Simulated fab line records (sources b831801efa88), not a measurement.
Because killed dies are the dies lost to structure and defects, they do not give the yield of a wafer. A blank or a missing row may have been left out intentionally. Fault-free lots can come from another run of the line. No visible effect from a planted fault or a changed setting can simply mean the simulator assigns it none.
What tool caused it? + flow gf180mcu + 24 lots with 72 wafers sampled at 5 steps, on a route of 602 steps

## WHAT THE GAUGES READ, wafer by wafer
GF_M3_THK_MEAS_06: measures by xrf.
| lot  | measured     | on            | M3_ALCU_THK (nm) |
|------|--------------|---------------|------------------|
| L074 | day 20 17:14 | film_metro-02 | 438 445 438      |
| L076 | day 21 00:56 | film_metro-03 | 436 434 433      |
| L075 | day 21 04:43 | film_metro-03 | 437 435 434      |
| L077 | day 21 09:52 | film_metro-01 | 436 432 439      |
| L078 | day 22 01:31 | film_metro-02 | 443 429 433      |
| L079 | day 22 09:33 | film_metro-03 | 443 442 442      |
| L080 | day 22 18:34 | film_metro-03 | 439 439 441      |
| L081 | day 22 20:14 | film_metro-03 | 445 441 444      |
| L082 | day 23 03:33 | film_metro-03 | 441 436 441      |
| L083 | day 23 17:56 | film_metro-01 | 432 433 436      |
| L084 | day 24 02:55 | film_metro-03 | 437 444 437      |
| L085 | day 24 08:23 | film_metro-01 | 437 440 438      |
| L086 | day 24 15:28 | film_metro-03 | 434 442 439      |
| L087 | day 25 06:58 | film_metro-01 | 450 448 448      |
| L088 | day 25 15:46 | film_metro-03 | 438 436 436      |
| L089 | day 26 00:50 | film_metro-02 | 447 441 446      |
| L090 | day 26 02:43 | film_metro-02 | 437 436 430      |
| L091 | day 26 07:53 | film_metro-02 | 438 439 437      |
| L092 | day 26 17:49 | film_metro-02 | 432 432 434      |
| L093 | day 27 02:14 | film_metro-02 | 442 439 438      |
| L094 | day 27 08:41 | film_metro-02 | 434 434 436      |
| L095 | day 27 08:58 | film_metro-01 | 437 437 432      |
| L096 | day 28 00:43 | film_metro-03 | 442 439 435      |
| L097 | day 28 02:48 | film_metro-01 | 441 434 436      |

GF_M4_THK_MEAS_06: measures by xrf.
| lot  | measured     | on            | M4_ALCU_THK (nm) |
|------|--------------|---------------|------------------|
| L074 | day 22 19:55 | film_metro-04 | 426 436 436      |
| L076 | day 23 03:51 | film_metro-03 | 439 438 438      |
| L075 | day 23 06:34 | film_metro-04 | 442 444 446      |
| L077 | day 23 11:17 | film_metro-03 | 442 440 442      |
| L078 | day 24 02:16 | film_metro-03 | 452 448 451      |
| L079 | day 24 10:06 | film_metro-03 | 440 431 432      |
| L080 | day 24 18:30 | film_metro-04 | 439 441 439      |
| L081 | day 24 19:25 | film_metro-03 | 450 448 443      |
| L082 | day 25 02:58 | film_metro-03 | 444 440 445      |
| L083 | day 25 16:34 | film_metro-03 | 443 443 437      |
| L084 | day 26 01:10 | film_metro-02 | 434 438 438      |
| L085 | day 26 06:41 | film_metro-03 | 436 436 433      |
| L086 | day 26 12:22 | film_metro-04 | 442 444 440      |
| L087 | day 27 03:23 | film_metro-04 | 444 440 440      |
| L088 | day 27 12:39 | film_metro-04 | 440 445 445      |
| L089 | day 27 20:37 | film_metro-03 | 443 439 443      |
| L090 | day 27 22:46 | film_metro-02 | 433 440 431      |
| L091 | day 28 03:13 | film_metro-03 | 442 446 442      |
| L092 | day 28 12:52 | film_metro-03 | 443 441 432      |
| L093 | day 28 21:16 | film_metro-02 | 440 441 445      |
| L094 | day 29 03:22 | film_metro-04 | 443 434 438      |
| L095 | day 29 02:40 | film_metro-02 | 435 435 437      |
| L096 | day 29 18:52 | film_metro-03 | 443 431 438      |
| L097 | day 29 19:59 | film_metro-04 | 444 447 445      |

GF_M4_CD_MEAS_14: target cd 280 nm.
| lot  | measured     | on        | cd_nm (nm)        |
|------|--------------|-----------|-------------------|
| L074 | day 23 18:29 | cd_sem-01 | 279.6 279.0 279.2 |
| L076 | day 24 02:19 | cd_sem-02 | 282.7 281.8 281.7 |
| L075 | day 24 05:13 | cd_sem-01 | 280.1 279.9 278.9 |
| L077 | day 24 09:11 | cd_sem-02 | 278.6 279.2 279.1 |
| L078 | day 25 00:17 | cd_sem-02 | 279.5 280.7 279.3 |
| L079 | day 25 07:10 | cd_sem-01 | 281.7 281.8 280.6 |
| L080 | day 25 15:40 | cd_sem-02 | 279.9 279.2 280.0 |
| L081 | day 25 16:09 | cd_sem-01 | 280.0 279.9 280.5 |
| L082 | day 26 00:07 | cd_sem-02 | 280.1 280.5 279.9 |
| L083 | day 26 13:13 | cd_sem-02 | 278.1 277.4 277.4 |
| L084 | day 26 21:11 | cd_sem-01 | 278.7 279.5 279.7 |
| L085 | day 27 02:28 | cd_sem-02 | 278.7 279.8 279.8 |
| L086 | day 27 08:38 | cd_sem-02 | 280.6 280.5 280.3 |
| L087 | day 27 23:35 | cd_sem-02 | 279.4 280.4 278.9 |
| L088 | day 28 07:34 | cd_sem-01 | 280.2 280.3 280.0 |
| L089 | day 28 15:28 | cd_sem-02 | 278.6 278.0 278.1 |
| L090 | day 28 18:16 | cd_sem-02 | 278.7 280.7 280.1 |
| L091 | day 28 22:19 | cd_sem-02 | 281.3 280.1 281.7 |
| L092 | day 29 07:34 | cd_sem-02 | 279.0 279.5 280.9 |
| L093 | day 29 16:34 | cd_sem-01 | 280.5 280.5 280.6 |
| L094 | day 29 22:19 | cd_sem-02 | 281.4 281.5 280.9 |
| L095 | day 29 22:01 | cd_sem-01 | 282.1 281.1 281.6 |
| L096 | day 30 13:25 | cd_sem-02 | 279.2 280.2 280.8 |
| L097 | day 30 14:26 | cd_sem-02 | 279.2 279.6 280.0 |

GF_V4_OVL_MEAS_15.
| lot  | measured     | on         | V4_OVL (nm) |
|------|--------------|------------|-------------|
| L074 | day 24 18:23 | overlay-02 | -4 -10 -4   |
| L076 | day 25 01:47 | overlay-02 | 2 -4 0      |
| L075 | day 25 04:56 | overlay-01 | 7 12 6      |
| L077 | day 25 08:32 | overlay-02 | 5 -4 2      |
| L078 | day 25 22:53 | overlay-02 | -11 -6 -7   |
| L079 | day 26 05:47 | overlay-02 | -3 2 -4     |
| L080 | day 26 14:17 | overlay-01 | -6 -3 -2    |
| L081 | day 26 14:38 | overlay-02 | 2 5 -2      |
| L082 | day 26 22:17 | overlay-02 | 12 8 10     |
| L083 | day 27 11:20 | overlay-02 | 2 -5 -3     |
| L084 | day 27 18:32 | overlay-02 | -1 8 0      |
| L085 | day 28 00:26 | overlay-01 | -9 -7 -11   |
| L086 | day 28 05:47 | overlay-01 | 2 -3 2      |
| L087 | day 28 20:32 | overlay-02 | 4 4 4       |
| L088 | day 29 04:26 | overlay-02 | -1 7 5      |
| L089 | day 29 12:44 | overlay-01 | 1 5 3       |
| L090 | day 29 14:46 | overlay-02 | 2 -1 6      |
| L091 | day 29 19:26 | overlay-02 | -5 1 0      |
| L092 | day 30 03:56 | overlay-02 | 2 5 4       |
| L093 | day 30 13:11 | overlay-01 | 0 -6 -1     |
| L094 | day 30 18:29 | overlay-01 | 7 -2 -9     |
| L095 | day 30 18:29 | overlay-02 | 0 6 0       |
| L096 | day 31 08:02 | overlay-02 | -2 4 -2     |
| L097 | day 31 09:44 | overlay-02 | 0 -2 -8     |

GF_V5_THK_MEAS_01.
| lot  | measured     | on            | V5_CVD_00_THK (nm) |
|------|--------------|---------------|--------------------|
| L074 | day 26 15:27 | film_metro-04 | 298 292 296        |
| L076 | day 26 23:07 | film_metro-01 | 293 296 295        |
| L075 | day 27 01:37 | film_metro-03 | 297 299 297        |
| L077 | day 27 06:02 | film_metro-03 | 301 298 297        |
| L078 | day 27 17:00 | film_metro-04 | 307 305 299        |
| L079 | day 28 01:01 | film_metro-03 | 302 300 308        |
| L080 | day 28 07:38 | film_metro-03 | 299 304 308        |
| L081 | day 28 10:18 | film_metro-04 | 306 300 301        |
| L082 | day 28 16:56 | film_metro-01 | 302 301 302        |
| L083 | day 29 05:59 | film_metro-03 | 307 304 306        |
| L084 | day 29 11:22 | film_metro-04 | 305 304 304        |
| L085 | day 29 18:41 | film_metro-04 | 301 299 301        |
| L086 | day 29 22:38 | film_metro-01 | 299 307 307        |
| L087 | day 30 12:40 | film_metro-04 | 296 299 293        |
| L088 | day 30 21:02 | film_metro-04 | 298 300 302        |
| L089 | day 31 05:04 | film_metro-03 | 300 298 300        |
| L090 | day 31 06:07 | film_metro-04 | 300 300 301        |
| L091 | day 31 10:55 | film_metro-01 | 298 302 297        |
| L092 | day 31 19:02 | film_metro-03 | 300 303 302        |
| L093 | day 32 03:20 | film_metro-01 | 296 301 297        |
| L094 | day 32 08:02 | film_metro-03 | 303 303 302        |
| L095 | day 32 08:29 | film_metro-03 | 298 300 303        |
| L096 | day 32 20:26 | film_metro-04 | 299 298 306        |
| L097 | day 32 21:54 | film_metro-01 | 303 297 300        |

## WHAT TOOL EACH LOT RAN ON (gives the tool, then ch and the chambers of the sampled wafers, and finally the start)
The record shows no process step preceding these readings.

## AS READ BY THE TOOLS THEMSELVES (means over the sampled wafers that have a number; for cases with no such wafer, the mark the record gives instead)
The record holds no such reading with a usual standard deviation.

## THE ANSWER, worked out from the rows above alone
Rule: what is usual is taken from the lots themselves. The widest of any qualifying gaps counts: lots, ordered by their means at a reading, are off when they make up no more than a third of the lots, leave a main group of 4 or more, and stand apart from it by 3 or more times the standard deviation of that group's means. If all means in a main group match to the digits the tables above print for the reading, that group is not used. Also off: a lot with no number at a reading for which 4 or more lots have one. Where the step has rows for the other lots, those lots are counted as sound. First the gauges in route order, then the tools' own readings, where a lot's mean is used as printed above. At the first step where some lot is off, the reading lying furthest off is the one used; lots without a number count as furthest.
Across all readings shown, no lot is off: no conclusion can be drawn from this.

## WHAT THE SIMULATOR PUT IN
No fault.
